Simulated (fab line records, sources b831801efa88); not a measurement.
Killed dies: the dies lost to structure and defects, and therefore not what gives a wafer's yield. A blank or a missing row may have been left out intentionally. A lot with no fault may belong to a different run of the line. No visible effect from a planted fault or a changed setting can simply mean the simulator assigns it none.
Problem report, 8D (eight disciplines) form, completed by code :: flow sfq line :: the parts of the form that need people (team, actions taken, sign-off) are left out

## 1. WHAT WENT WRONG
At SFQ_TRILAYER_I1_METRO_MEASURE_047, thk nm averages 183.9 nm over 4 wafers from 3 lots, while fault-free wafers read 199.8 nm, standard deviation 1.2. Relative to the usual mean, that is a shift of -13 standard deviations.
Seen first at day 17 08:50 on film metro-04, wafer L361.1. The record has a number at this step for 42 wafers belonging to 15 lots. Rule for "out", or "out of limits": more than 4 standard deviations from the usual mean. The rest of the wafers with a number are treated as sound.

## 2. WHAT THIS IS AND IS NOT
question: which readings at this step
is: thk nm
is not: -

question: which lots
is: L361, L363, L364
is not: L348, L349, L350, L351, L352, L354, L355, L362, L366, L368, L369, L370

question: which wafers of those lots
is: L361.1, L361.6, L363.6, L364.1
is not: L363.2, L364.4

question: read on which tools
is: film metro-01, film metro-02, film metro-04
is not: -

question: when
is: from day 17 08:50
is not: up to then (21 sound wafers); but 17 sound wafers of L362, L363, L364, L366, L368, L369, L370 came after

## 3. WHAT RULES OUT EACH SUSPECT
Counting: if a tool at a process step up to the reading ran every lot that is out, it stays a suspect. Sound lots after the first of them don't rule it out here, since some wafers of a struck lot are sound.
- rie metal-03 at SFQ_TRILAYER_L0_VIA_STRIP_STRIP_017 (strips in O2): kept. It processed each lot that is out (first: L361, day 7 11:26); up to then, its last sound lot is L354 (day 5 19:50).
- cmp-02 at SFQ_TRILAYER_I1_CMP_CMP_046 (polishes SiO2): kept. It processed each lot that is out (first: L361, day 17 06:13); up to then, its last sound lot is L352 (day 14 13:35).
Left after counting: rie metal-03 at SFQ_TRILAYER_L0_VIA_STRIP_STRIP_017, cmp-02 at SFQ_TRILAYER_I1_CMP_CMP_046.

## 4. THE CAUSE (what the simulator had put in)
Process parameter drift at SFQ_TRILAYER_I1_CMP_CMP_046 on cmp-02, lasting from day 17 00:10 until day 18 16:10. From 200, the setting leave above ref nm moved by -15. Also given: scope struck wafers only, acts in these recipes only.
Counting left 2 suspects, and this tool is among them.

## 5. THE EFFECT CHAIN, in route order
One row per reading whose mean, taken over the struck wafers that have a number, lies over 3 standard deviations from the usual. Readings are gone through only where the record gives a usual standard deviation; hours: the median, over the lots, of the time from a lot's start at the first step in this table giving one to that lot's start at this step; sigmas: the change measured in usual standard deviations.
hours: 0
step: SFQ_TRILAYER_I1_METRO_MEASURE_047
reading: thk nm
usual: 199.8 nm
on struck wafers: 183.9
change: -15.9
sigmas: -13

hours: 135
step: SFQ_TRILAYER_I1_VIA_ETCH_VIA_ETCH_052
reading: oes product au
usual: 0.854 a.u.
on struck wafers: 0.819
change: -0.035
sigmas: -6.7
It contains these process steps:
- SFQ_TRILAYER_I1_METRO_MEASURE_047
- SFQ_TRILAYER_I1_VIA_ETCH_VIA_ETCH_052: etches SiO2 in CHF3, stops on Nb, target depth 260 nm.

## 6. WHAT WOULD HAVE CAUGHT IT SOONER
In this record the first reading out of limits was taken at day 17 08:50, 9 hours after the fault began at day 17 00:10.
Tool readings at SFQ_TRILAYER_I1_CMP_CMP_046 with a usual standard deviation given in the record: none out on any struck wafer, hence no alarm at a limit of 4 standard deviations on them.
L363, L364, from the lots that are out (3), started SFQ_TRILAYER_I1_CMP_CMP_046 on cmp-02 later than day 17 08:50. A hold on the tool at that time would have spared those 2.
